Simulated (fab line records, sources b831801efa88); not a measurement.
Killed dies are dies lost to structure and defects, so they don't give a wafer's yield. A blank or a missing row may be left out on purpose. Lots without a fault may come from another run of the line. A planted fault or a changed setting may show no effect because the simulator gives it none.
A struck lot beside a sound one | flow sky130 | 32 steps out of a route of 708
Sound: wafers L154.1, L154.2, L154.4. Struck: wafers L155.2, L155.5, L155.6. The cause comes at the end.
At each step with rows: each side's tool, then ch and its chambers, then its first start. Under that, the readings that differ: sound wafers | struck wafers | difference of the means | sigmas: that difference in standard deviations of wafers without a fault.
alike: readings whose means differ by less than 2 such deviations, and words and numbers that are the same on both sides. not compared: withheld readings, readings that some wafer has no value for, bounds like >300 that may hide the same value, and numbers for which the record gives no deviation and whose values overlap.
The two part at a step that has a row with sigmas, a row that says differs or no value, or rows on one side only. Numbers that don't overlap but have no deviation are shown without sigmas and don't part them. A reading that every wafer of one side lacks parts them only if that side has two wafers or more.

SKY_VIA1_ETCH_15: etches SiO2 in C4F8/O2/Ar, stops on TiN, target depth 351 nm, time 54 s.
  sound on rie_diel-02 ch 0,1, day 36 14:07; struck on rie_diel-02 ch 1,2, day 36 15:56
  alike: oes_product_au
  not compared: rf_hours_counter_h
then, 4 steps without rows for these wafers: SKY_VIA1_STRIP_16 (strips in O2/N2); SKY_VIA1_STRIP_17 (strips in post etch residue remover, time 1200 s); SKY_VIA1_CLEAN_18 (cleans in IPA, time 180 s); SKY_VIA1_CLEAN_19 (cleans in O3/DIW).
SKY_VIA1_SPUTTER_20: material TiN, target thk 20 nm, time 80 s.
  sound on pvd_sputter-02, day 36 14:46; struck on pvd_sputter-02, day 36 16:43
  alike: cathode_dc_power_W, chamber_pressure_pa, throttle_valve_pct
then, 1 step without rows for these wafers: SKY_VIA1_CVD_21 (deposits W, target thk 270 nm, time 80.902 s).
SKY_VIA1_RS_MEAS_22: measures by four-point-probe.
  sound on film_metro-02, day 36 14:55; struck on film_metro-04, day 36 16:53
  alike: VIA1_W_RS
SKY_VIA1_THK_MEAS_23: measures by xrf.
  sound on film_metro-02, day 36 15:02; struck on film_metro-04, day 36 17:00
  alike: VIA1_W_THK
then, 1 step without rows for these wafers: SKY_VIA1_CMP_24 (polishes, stops on SiO2, t overpolish 15 s, target thk 0 nm).
SKY_METAL2_SPUTTER_00: material Ti, target thk 15 nm, time 10 s.
  sound on pvd_sputter-01, day 36 15:24; struck on pvd_sputter-03, day 36 17:21
  alike: cathode_dc_power_W, chamber_pressure_pa, throttle_valve_pct
then, 1 step without rows for these wafers: SKY_METAL2_SPUTTER_01 (material TiN, target thk 20 nm, time 16.7 s).
SKY_METAL2_SPUTTER_02: material AlCu, target thk 250 nm, time 13.3 s.
  sound on pvd_sputter-01, day 36 15:26; struck on pvd_sputter-03, day 36 17:24
  reading                | sound             | struck            | difference | sigmas
  cathode_dc_power_W (W) | 10600 10601 10602 | 10328 10326 10327 | -274       | -99 or more
  alike: chamber_pressure_pa, throttle_valve_pct
  not compared: model.AlCu_of_METAL2_SPUTTER_02.thk_nm
SKY_METAL2_SPUTTER_03: material Ti, target thk 5 nm, time 3.3 s.
  sound on pvd_sputter-01, day 36 15:28; struck on pvd_sputter-03, day 36 17:25
  reading                | sound          | struck         | difference | sigmas
  throttle_valve_pct (%) | 29.8 29.9 28.0 | 31.6 30.7 31.2 | +1.9       | +2
  alike: cathode_dc_power_W, chamber_pressure_pa
SKY_METAL2_SPUTTER_04: material TiN, target thk 70 nm, time 58.3 s.
  sound on pvd_sputter-01, day 36 15:29; struck on pvd_sputter-03, day 36 17:26
  reading                | sound          | struck         | difference | sigmas
  throttle_valve_pct (%) | 29.9 30.2 27.9 | 31.6 30.5 31.2 | +1.8       | +2
  alike: cathode_dc_power_W, chamber_pressure_pa
SKY_METAL2_RS_MEAS_05: measures by four-point-probe.
  sound on film_metro-01, day 36 15:35; struck on film_metro-04, day 36 17:31
  alike: METAL2_ALCU_RS
SKY_METAL2_THK_MEAS_06: measures by xrf.
  sound on film_metro-01, day 36 15:42; struck on film_metro-04, day 36 17:37
  alike: METAL2_ALCU_THK
then, 8 steps without rows for these wafers: SKY_METAL2_DEHYDRATE_07 (time 60 s); SKY_METAL2_HMDS_08 (prime time 60 s); SKY_METAL2_COAT_09 (resist thk 60 nm); SKY_METAL2_COAT_10 (resist thk 450 nm); SKY_METAL2_SOFTBAKE_11 (time 90 s); SKY_METAL2_EXPOSE_12 (exposes mask MM2, target cd 140 nm); SKY_METAL2_PEB_13; SKY_METAL2_DEVELOP_14 (develop time 58.7 s).
SKY_METAL2_CD_MEAS_15: target cd 140 nm.
  sound on cd_sem-02, day 37 17:31; struck on cd_sem-02, day 37 20:38
  alike: cd_nm
SKY_METAL2_OVL_MEAS_16:
  sound on overlay-01, day 37 17:38; struck on overlay-02, day 37 20:45
  alike: METAL2_OVL
then, 2 steps without rows for these wafers: SKY_METAL2_DESCUM_17 (chemistry O2, time 8 s); SKY_METAL2_ETCH_18 (etches BARC in N2/H2, stops on SiO2, time 45.9 s, target depth 60 nm).
SKY_METAL2_METAL_ETCH_19: etches the open film in Cl2/BCl3, stops on SiO2, target depth 360 nm, time 78 s.
  sound on rie_metal-01 ch 0,1, day 37 17:46; struck on rie_metal-01 ch 0,1, day 37 20:52
  alike: bcl3_flow_sccm, drypump_motor_current_A, he_backside_leak_sccm, oes_product_au, throttle_valve_pct
  not compared: rf_hours_counter_h, model.METAL2.feature_depth_nm, model.etch.depth_nm
then, 1 step without rows for these wafers: SKY_METAL2_STRIP_20 (strips in O2/N2).
-- the record jumps here: 10 days lie between the struck wafers' starts before and after (it left off in module METAL2 and takes up again in module PAD_OPEN, whose first step shown is number 708 of the route) --
SKY_PAD_OPEN_PROBE_99:
  sound on prober-01, day 47 19:50; struck on prober-02, day 47 21:23
  reading            | sound    | struck   | difference | sigmas
  killed_at_contacts | 39 27 30 | 18 24 22 | -11        | -2
  alike: defect_limited_yield, killed_at_M0_to_M3, killed_at_M4_up, killed_at_front_end, killed_at_other, killed_dies, killed_on_rim, killed_open, killed_short, sort_bin_3_pad_short, sort_bin_5_function, sort_bin_6_memory, sort_n_pass, sort_yield_pct
  not compared: model.etest.met2.rs_ohm_sq

WHERE THEY PART
First at SKY_METAL2_SPUTTER_02; last, within this record, at SKY_PAD_OPEN_PROBE_99.

WHY: what the simulator had put in
Process parameter drift: pvd_sputter-03, from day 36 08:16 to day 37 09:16, at SKY_METAL2_SPUTTER_02. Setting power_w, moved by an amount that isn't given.
